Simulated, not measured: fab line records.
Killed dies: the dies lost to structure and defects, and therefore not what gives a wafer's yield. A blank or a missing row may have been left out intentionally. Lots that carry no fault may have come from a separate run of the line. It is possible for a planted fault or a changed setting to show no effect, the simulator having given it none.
Comparing a struck lot with a sound one    flow sky130    25 steps out of a route of 708
Sound: wafers L699.3, L699.5, L699.6. Wafers L706.2, L706.3, L706.5 were the ones struck. The cause comes at the end.
Per side, at each step with rows, come the tool, then ch with its chambers, and then its first start. Under that, the readings that differ: sound wafers    struck wafers    difference of the means    sigmas: that difference in standard deviations of wafers without a fault.
alike: same words and numbers on both sides, and readings whose means sit less than 2 such deviations apart. not compared: any withheld reading, any reading some wafer has no value for, any bound like >300 that may hide the same value, and any number with overlapping values for which the record gives no deviation.
A row with sigmas, a row that says differs or no value, or rows on one side alone: a step with any of these is where the two part. Numbers that have no deviation but don't overlap get no sigmas and don't part them. Lack of a reading on every wafer of one side parts them only where that side has two or more wafers.

SKY_POLY_CUT_ETCH_11: etches Si3N4 in CF4/CH2F2/Ar, stops on poly-Si, time 42.5 s, target depth 60 nm.
  sound on rie_diel-02 ch 2,3, day 24 12:08; struck on rie_diel-02 ch 1,2, day 27 09:23
  alike: drypump_motor_current_A, oes_product_au, throttle_valve_pct
  not compared: rf_hours_counter_h
SKY_POLY_CUT_STRIP_12: strips in O2/N2.
  sound on plasma_asher-03 ch 0,1, day 24 12:13; struck on plasma_asher-02 ch 0,1, day 27 09:25
reading                      sound        struck       difference  sigmas
drypump_motor_current_A (A)  5.6 5.5 5.6  6.6 6.6 6.1  +0.9        +3
  alike: chamber_pressure_mTorr, oes_product_au, strip_time_to_endpoint_s
  not compared: rf_hours_counter_h
then, 7 steps without rows for these wafers: SKY_SD_P_DEHYDRATE_00 (time 60 s); SKY_SD_P_HMDS_01 (prime time 60 s); SKY_SD_P_COAT_02 (resist thk 1140 nm); SKY_SD_P_SOFTBAKE_03 (time 60 s); SKY_SD_P_EXPOSE_04 (exposes mask PSDM, target cd 380 nm); SKY_SD_P_PEB_05; SKY_SD_P_DEVELOP_06 (develop time 60 s).
SKY_SD_P_CD_MEAS_07 targets a cd of 380 nm.
  sound on cd_sem-01, day 25 18:16; struck on cd_sem-02, day 28 14:18
  alike: cd_nm
SKY_SD_P_OVL_MEAS_08:
  sound on overlay-01, day 25 18:22; struck on overlay-01, day 28 14:25
  alike: SD_P_OVL
after that, 1 step had no rows for these wafers: SKY_SD_P_IMPLANT_09.
SKY_SD_P_STRIP_10: strips in O2/N2.
  sound on plasma_asher-01 ch 0,1, day 25 18:34; struck on plasma_asher-01 ch 0,1, day 28 14:35
  no value came back on the struck wafers for any of 5 readings (chamber_pressure_mTorr (mTorr), drypump_motor_current_A (A) and others); on the sound wafers chamber_pressure_mTorr (mTorr) reads 1500.0 1501.5 1499.9
reading                                    sound  struck          difference  sigmas
model.NOVOLAK_of_SD_P_COAT_02.thk_nm (nm)  0 0 0  1139 1142 1142  +1141       
  not compared: rf_hours_counter_h
SKY_SD_P_TW_MEAS_11:
  sound on film_metro-01, day 25 18:40; struck on film_metro-02, day 28 14:42
  alike: SD_P_TW
then, 8 steps without rows for these wafers: SKY_RES_XHIGH_DEHYDRATE_00 (time 60 s); SKY_RES_XHIGH_HMDS_01 (prime time 60 s); SKY_RES_XHIGH_COAT_02 (resist thk 1140 nm); SKY_RES_XHIGH_SOFTBAKE_03 (time 60 s); SKY_RES_XHIGH_EXPOSE_04 (exposes mask URPM, target cd 1270 nm); SKY_RES_XHIGH_PEB_05; SKY_RES_XHIGH_DEVELOP_06 (develop time 60 s); SKY_RES_XHIGH_IMPLANT_07.
SKY_RES_XHIGH_STRIP_08: strips in O2/N2.
  sound on plasma_asher-03 ch 0,1, day 27 00:23; struck on plasma_asher-03 ch 0,1, day 29 18:29
reading                       sound              struck             difference  sigmas
strip_time_to_endpoint_s (s)  14.36 14.33 14.31  31.33 31.42 31.39  +17.05      +99 or more
  alike: chamber_pressure_mTorr, drypump_motor_current_A, oes_product_au
  not compared: rf_hours_counter_h
SKY_RES_XHIGH_TW_MEAS_09:
  sound on film_metro-02, day 27 00:28; struck on film_metro-02, day 29 18:36
reading       sound           struck    difference  sigmas
RES_XHIGH_TW  1662 1652 1662  30 30 30  -1629       -99 or more
then, 1 step without rows for these wafers: SKY_SD_N_DEHYDRATE_00 (time 60 s).

WHERE THEY PART
Earliest at SKY_POLY_CUT_STRIP_12; latest, in this record, at SKY_RES_XHIGH_TW_MEAS_09.

WHY: the cause the simulator had injected
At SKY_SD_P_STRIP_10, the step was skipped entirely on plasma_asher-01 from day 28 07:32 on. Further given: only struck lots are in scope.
